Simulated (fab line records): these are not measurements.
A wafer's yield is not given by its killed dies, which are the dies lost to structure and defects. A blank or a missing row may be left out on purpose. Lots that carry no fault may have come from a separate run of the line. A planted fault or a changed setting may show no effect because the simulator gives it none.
Which tool did it? :: flow gf180mcu :: 12 lots with 36 wafers sampled at 5 steps, on a route of 602 steps

WHAT THE GAUGES READ, wafer by wafer
GF_V4_CD_MEAS_14: the cd target is 260 nm.
lot: L918
measured: day 24 08:46
on: cd sem-01
cd nm (nm): 260.3 260.8 259.8

lot: L919
measured: day 24 13:04
on: cd sem-01
cd nm (nm): 260.1 260.8 260.9

lot: L920
measured: day 25 01:58
on: cd sem-01
cd nm (nm): 260.2 259.9 260.4

lot: L922
measured: day 25 16:35
on: cd sem-01
cd nm (nm): 262.0 261.2 261.8

lot: L923
measured: day 26 03:40
on: cd sem-01
cd nm (nm): 259.9 260.8 261.7

lot: L926
measured: day 27 06:04
on: cd sem-02
cd nm (nm): 259.7 260.8 260.3

lot: L927
measured: day 27 16:29
on: cd sem-02
cd nm (nm): 259.8 259.1 261.2

lot: L932
measured: day 29 04:17
on: cd sem-01
cd nm (nm): 261.0 263.2 261.8

lot: L934
measured: day 29 21:57
on: cd sem-02
cd nm (nm): 259.4 260.2 259.6

lot: L938
measured: day 30 16:38
on: cd sem-02
cd nm (nm): 260.2 262.0 261.9

lot: L940
measured: day 31 03:22
on: cd sem-01
cd nm (nm): 259.2 260.2 259.6

lot: L941
measured: day 31 07:45
on: cd sem-01
cd nm (nm): 260.3 259.1 259.7

GF_V5_THK_MEAS_01.
lot: L918
measured: day 26 07:06
on: film metro-01
V5_CVD_00_THK (nm): 298 300 302

lot: L919
measured: day 26 10:11
on: film metro-01
V5_CVD_00_THK (nm): 302 309 307

lot: L920
measured: day 26 23:24
on: film metro-02
V5_CVD_00_THK (nm): 302 305 300

lot: L922
measured: day 27 13:14
on: film metro-04
V5_CVD_00_THK (nm): 296 297 299

lot: L923
measured: day 27 23:55
on: film metro-04
V5_CVD_00_THK (nm): 257 258 253

lot: L926
measured: day 29 00:25
on: film metro-01
V5_CVD_00_THK (nm): 256 258 256

lot: L927
measured: day 29 09:43
on: film metro-01
V5_CVD_00_THK (nm): 255 255 256

lot: L932
measured: day 30 20:44
on: film metro-02
V5_CVD_00_THK (nm): 297 308 305

lot: L934
measured: day 31 12:52
on: film metro-02
V5_CVD_00_THK (nm): 297 302 297

lot: L938
measured: day 32 06:26
on: film metro-04
V5_CVD_00_THK (nm): 302 304 297

lot: L940
measured: day 32 15:20
on: film metro-02
V5_CVD_00_THK (nm): 304 306 302

lot: L941
measured: day 32 20:36
on: film metro-04
V5_CVD_00_THK (nm): 301 306 303

TOOL THAT RAN EACH LOT (tool first, then ch and the chambers of the sampled wafers, then the start)
lot: L918
GF_M4_METAL_ETCH_16: rie metal-04 ch 0,1, day 23 08:30
GF_MIM_SPUTTER_09: pvd sputter-03, day 24 10:39
GF_V5_CVD_00: hdpcvd-02 ch 0,2, day 26 07:04

lot: L919
GF_M4_METAL_ETCH_16: rie metal-03 ch 0,1, day 23 13:22
GF_MIM_SPUTTER_09: pvd sputter-03, day 24 14:55
GF_V5_CVD_00: hdpcvd-01 ch 0,1,2, day 26 10:08

lot: L920
GF_M4_METAL_ETCH_16: rie metal-04 ch 0,1, day 24 02:51
GF_MIM_SPUTTER_09: pvd sputter-03, day 25 03:55
GF_V5_CVD_00: hdpcvd-01 ch 0,1, day 26 23:22

lot: L922
GF_M4_METAL_ETCH_16: rie metal-04 ch 0,1, day 24 17:51
GF_MIM_SPUTTER_09: pvd sputter-03, day 25 18:27
GF_V5_CVD_00: hdpcvd-02 ch 0,1, day 27 13:11

lot: L923
GF_M4_METAL_ETCH_16: rie metal-01 ch 1, day 25 04:48
GF_MIM_SPUTTER_09: pvd sputter-04, day 26 05:32
GF_V5_CVD_00: hdpcvd-02 ch 1,2, day 27 23:52

lot: L926
GF_M4_METAL_ETCH_16: rie metal-01 ch 0,1, day 26 08:48
GF_MIM_SPUTTER_09: pvd sputter-03, day 27 07:57
GF_V5_CVD_00: hdpcvd-02 ch 1,2, day 29 00:22

lot: L927
GF_M4_METAL_ETCH_16: rie metal-04 ch 0,1, day 26 19:28
GF_MIM_SPUTTER_09: pvd sputter-04, day 27 18:20
GF_V5_CVD_00: hdpcvd-02 ch 0,2, day 29 09:39

lot: L932
GF_M4_METAL_ETCH_16: rie metal-01 ch 0,1, day 28 07:31
GF_MIM_SPUTTER_09: pvd sputter-03, day 29 06:09
GF_V5_CVD_00: hdpcvd-01 ch 0,2, day 30 20:41

lot: L934
GF_M4_METAL_ETCH_16: rie metal-03 ch 0,1, day 29 01:25
GF_MIM_SPUTTER_09: pvd sputter-01, day 29 23:53
GF_V5_CVD_00: hdpcvd-01 ch 0,1,2, day 31 12:49

lot: L938
GF_M4_METAL_ETCH_16: rie metal-01 ch 0, day 29 20:56
GF_MIM_SPUTTER_09: pvd sputter-04, day 30 18:34
GF_V5_CVD_00: hdpcvd-01 ch 0,1,2, day 32 06:24

lot: L940
GF_M4_METAL_ETCH_16: rie metal-03 ch 0,1, day 30 08:21
GF_MIM_SPUTTER_09: pvd sputter-03, day 31 05:16
GF_V5_CVD_00: hdpcvd-02 ch 0,2, day 32 15:17

lot: L941
GF_M4_METAL_ETCH_16: rie metal-04 ch 0,1, day 30 12:40
GF_MIM_SPUTTER_09: pvd sputter-03, day 31 09:40
GF_V5_CVD_00: hdpcvd-02 ch 0,2, day 32 20:33
- GF_M4_METAL_ETCH_16: etches the open film in Cl2/BCl3, stops on SiO2, target depth 750.8 nm, time 125.1 s.
- GF_MIM_SPUTTER_09: material TiN, target thk 35 nm, time 29.2 s.
- GF_V5_CVD_00: deposits SiO2, target thk 300 nm, time 50 s.

WHAT THE TOOLS THEMSELVES READ (means of the sampled wafers that have a number; where no wafer has one, the mark that the record gives instead)
GF_M4_METAL_ETCH_16.
lot: L918
tool: rie metal-04
drypump motor current A (A): 5.3
he backside leak sccm (sccm): 3.44
mfc cl2 sccm (sccm): 79.99
oes product au (a.u.): 0.985
throttle valve pct (%): 28.238

lot: L919
tool: rie metal-03
drypump motor current A (A): 5.7
he backside leak sccm (sccm): 3.19
mfc cl2 sccm (sccm): 80.26
oes product au (a.u.): 0.991
throttle valve pct (%): 28.216

lot: L920
tool: rie metal-04
drypump motor current A (A): 5.4
he backside leak sccm (sccm): 3.46
mfc cl2 sccm (sccm): 80.01
oes product au (a.u.): 0.996
throttle valve pct (%): 28.231

lot: L922
tool: rie metal-04
drypump motor current A (A): 5.4
he backside leak sccm (sccm): 3.45
mfc cl2 sccm (sccm): 80.02
oes product au (a.u.): 0.985
throttle valve pct (%): 28.234

lot: L923
tool: rie metal-01
drypump motor current A (A): 5.5
he backside leak sccm (sccm): 2.95
mfc cl2 sccm (sccm): 79.98
oes product au (a.u.): 0.983
throttle valve pct (%): 28.235

lot: L926
tool: rie metal-01
drypump motor current A (A): 6.3
he backside leak sccm (sccm): 3.30
mfc cl2 sccm (sccm): 80.31
oes product au (a.u.): 0.984
throttle valve pct (%): 28.232

lot: L927
tool: rie metal-04
drypump motor current A (A): 5.4
he backside leak sccm (sccm): 3.40
mfc cl2 sccm (sccm): 80.11
oes product au (a.u.): 0.985
throttle valve pct (%): 28.220

lot: L932
tool: rie metal-01
drypump motor current A (A): 6.2
he backside leak sccm (sccm): 3.35
mfc cl2 sccm (sccm): 80.09
oes product au (a.u.): 0.985
throttle valve pct (%): 28.227

lot: L934
tool: rie metal-03
drypump motor current A (A): 5.5
he backside leak sccm (sccm): 3.43
mfc cl2 sccm (sccm): 80.11
oes product au (a.u.): 0.996
throttle valve pct (%): 28.228

lot: L938
tool: rie metal-01
drypump motor current A (A): 6.6
he backside leak sccm (sccm): 3.12
mfc cl2 sccm (sccm): 80.05
oes product au (a.u.): 0.991
throttle valve pct (%): 28.238

lot: L940
tool: rie metal-03
drypump motor current A (A): 5.5
he backside leak sccm (sccm): 3.42
mfc cl2 sccm (sccm): 80.04
oes product au (a.u.): 0.990
throttle valve pct (%): 28.219

lot: L941
tool: rie metal-04
drypump motor current A (A): 5.4
he backside leak sccm (sccm): 4.01
mfc cl2 sccm (sccm): 80.00
oes product au (a.u.): 0.985
throttle valve pct (%): 28.240

GF_MIM_SPUTTER_09.
lot: L918
tool: pvd sputter-03
throttle valve pct (%): 31.4

lot: L919
tool: pvd sputter-03
throttle valve pct (%): 30.8

lot: L920
tool: pvd sputter-03
throttle valve pct (%): 31.5

lot: L922
tool: pvd sputter-03
throttle valve pct (%): 31.0

lot: L923
tool: pvd sputter-04
throttle valve pct (%): 30.7

lot: L926
tool: pvd sputter-03
throttle valve pct (%): 30.9

lot: L927
tool: pvd sputter-04
throttle valve pct (%): 31.2

lot: L932
tool: pvd sputter-03
throttle valve pct (%): 31.2

lot: L934
tool: pvd sputter-01
throttle valve pct (%): 29.3

lot: L938
tool: pvd sputter-04
throttle valve pct (%): 30.8

lot: L940
tool: pvd sputter-03
throttle valve pct (%): 30.5

lot: L941
tool: pvd sputter-03
throttle valve pct (%): 30.5

GF_V5_CVD_00.
lot: L918
tool: hdpcvd-02
sih4 flow sccm (sccm): 59.90

lot: L919
tool: hdpcvd-01
sih4 flow sccm (sccm): 59.95

lot: L920
tool: hdpcvd-01
sih4 flow sccm (sccm): 59.96

lot: L922
tool: hdpcvd-02
sih4 flow sccm (sccm): 59.93

lot: L923
tool: hdpcvd-02
sih4 flow sccm (sccm): 50.99

lot: L926
tool: hdpcvd-02
sih4 flow sccm (sccm): 50.96

lot: L927
tool: hdpcvd-02
sih4 flow sccm (sccm): 51.07

lot: L932
tool: hdpcvd-01
sih4 flow sccm (sccm): 59.75

lot: L934
tool: hdpcvd-01
sih4 flow sccm (sccm): 60.11

lot: L938
tool: hdpcvd-01
sih4 flow sccm (sccm): 60.26

lot: L940
tool: hdpcvd-02
sih4 flow sccm (sccm): 59.78

lot: L941
tool: hdpcvd-02
sih4 flow sccm (sccm): 60.03

THE ANSWER, worked out from the rows above alone
Rule: what is usual is taken from the lots themselves. The widest of any qualifying gaps counts: lots, ordered by their means at a reading, are off when they make up no more than a third of the lots, leave a main group of 4 or more, and stand apart from it by 3 or more times the standard deviation of that group's means. A main group whose means are all the same, to the digits that the tables above print for the reading, isn't used. A lot without any number at a reading at which 4 lots or more have one is off too. The other lots that the step has rows for count as sound. Order of review: gauges by route order, followed by the tools' own readings, for which a lot's mean as printed above is used. At the first step where some lot is off, the reading lying furthest off is the one used; lots without a number count as furthest.
Off: L923, L926, L927, at GF_V5_THK_MEAS_01 (V5_CVD_00_THK). For the main group the mean is 302 nm and the standard deviation 2.6.
If a tool, at a process step before that reading, ran all the lots that are off and no sound lot after the first of them, it fits. The gauges at GF_V5_THK_MEAS_01 aren't tried: what is off there is off at GF_V5_CVD_00 too, on other tools, and a gauge's error can't cause that. None of those tried fits.

WHAT THE SIMULATOR PUT IN
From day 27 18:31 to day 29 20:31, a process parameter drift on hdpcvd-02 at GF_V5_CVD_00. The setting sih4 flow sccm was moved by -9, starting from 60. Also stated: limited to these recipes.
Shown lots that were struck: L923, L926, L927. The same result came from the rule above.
